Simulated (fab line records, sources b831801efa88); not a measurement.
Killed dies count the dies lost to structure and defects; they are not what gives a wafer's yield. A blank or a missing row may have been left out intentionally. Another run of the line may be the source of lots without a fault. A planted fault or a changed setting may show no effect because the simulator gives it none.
A struck lot beside a sound one	flow sky130	14 steps out of a route of 708
Sound: the wafers L988.2, L988.3, L988.6. Wafers struck: L103.2, L103.5, L103.6. The cause is given at the end.
Each step with rows lists, per side, the tool, then ch with its chambers, then its first start. Under that, the readings that differ: sound wafers	struck wafers	difference of the means	sigmas: that difference in standard deviations of wafers without a fault.
alike: readings whose means differ by less than 2 such deviations, and words and numbers that are the same on both sides. not compared: withheld readings, readings that some wafer has no value for, bounds like >300 that may hide the same value, and numbers for which the record gives no deviation and whose values overlap.
A row with sigmas, a row that says differs or no value, or rows on one side alone: a step with any of these is where the two part. Non-overlapping numbers with no deviation appear without sigmas and do not part them. A reading that every wafer of one side lacks parts them only if that side has two wafers or more.

first, 8 steps without rows for these wafers: SKY_METAL3_DEHYDRATE_05 (time 60 s); SKY_METAL3_HMDS_06 (prime time 60 s); SKY_METAL3_COAT_07 (resist thk 60 nm); SKY_METAL3_COAT_08 (resist thk 1140 nm); SKY_METAL3_SOFTBAKE_09 (time 90 s); SKY_METAL3_EXPOSE_10 (exposes mask MM3, target cd 300 nm); SKY_METAL3_PEB_11; SKY_METAL3_DEVELOP_12 (develop time 60 s).
SKY_METAL3_CD_MEAS_13: target cd 300 nm.
  sound: cd_sem-01 at day 40 16:26; struck: cd_sem-02 at day 44 12:48
  alike: cd_nm
SKY_METAL3_OVL_MEAS_14:
  sound: overlay-01 at day 40 16:32; struck: overlay-01 at day 44 12:55
  alike: METAL3_OVL
SKY_METAL3_DESCUM_15: chemistry O2, time 8 s.
  sound on rie_metal-04 ch 1, day 40 16:34; struck on rie_metal-02 ch 0,1, day 44 12:56
  alike: drypump_motor_current_A, oes_product_au
  not compared: rf_hours_counter_h
SKY_METAL3_ETCH_16: etches BARC in N2/H2, stops on SiO2, time 88.2 s, target depth 60 nm.
  sound on rie_metal-04 ch 1, day 40 16:36; struck on rie_metal-02 ch 0,1, day 44 12:58
  alike: bias_w, chamber_pressure_mTorr, drypump_motor_current_A, oes_product_au, throttle_valve_pct
  not compared: rf_hours_counter_h
SKY_METAL3_ETCH_17: etches SiO2 in C4F8/O2/Ar, stops on TiN, time 3.9 s, target depth 15 nm.
  sound on rie_diel-04 ch 0,2,3, day 40 16:42; struck on rie_diel-03 ch 2,3, day 44 13:04
  no value came back on the struck wafers for bias_w (W), chamber_pressure_mTorr (mTorr), oes_product_au (a.u.), time_s (s); on the sound wafers bias_w (W) reads 1198 1200 1193
  not compared: rf_hours_counter_h
SKY_METAL3_METAL_ETCH_18: etches the open film in Cl2/BCl3, stops on SiO2, target depth 845 nm, time 183.1 s.
  sound on rie_metal-02 ch 0,1, day 40 16:43; struck on rie_metal-04 ch 0,1, day 44 13:05
  alike: bcl3_flow_sccm, bias_w, drypump_motor_current_A, oes_product_au, throttle_valve_pct
  not compared: rf_hours_counter_h

## WHERE THEY PART
Within this record, at SKY_METAL3_ETCH_17 only. Later steps at which nothing parts them and some readings are alike: SKY_METAL3_METAL_ETCH_18.

WHY: what had been put in by the simulator
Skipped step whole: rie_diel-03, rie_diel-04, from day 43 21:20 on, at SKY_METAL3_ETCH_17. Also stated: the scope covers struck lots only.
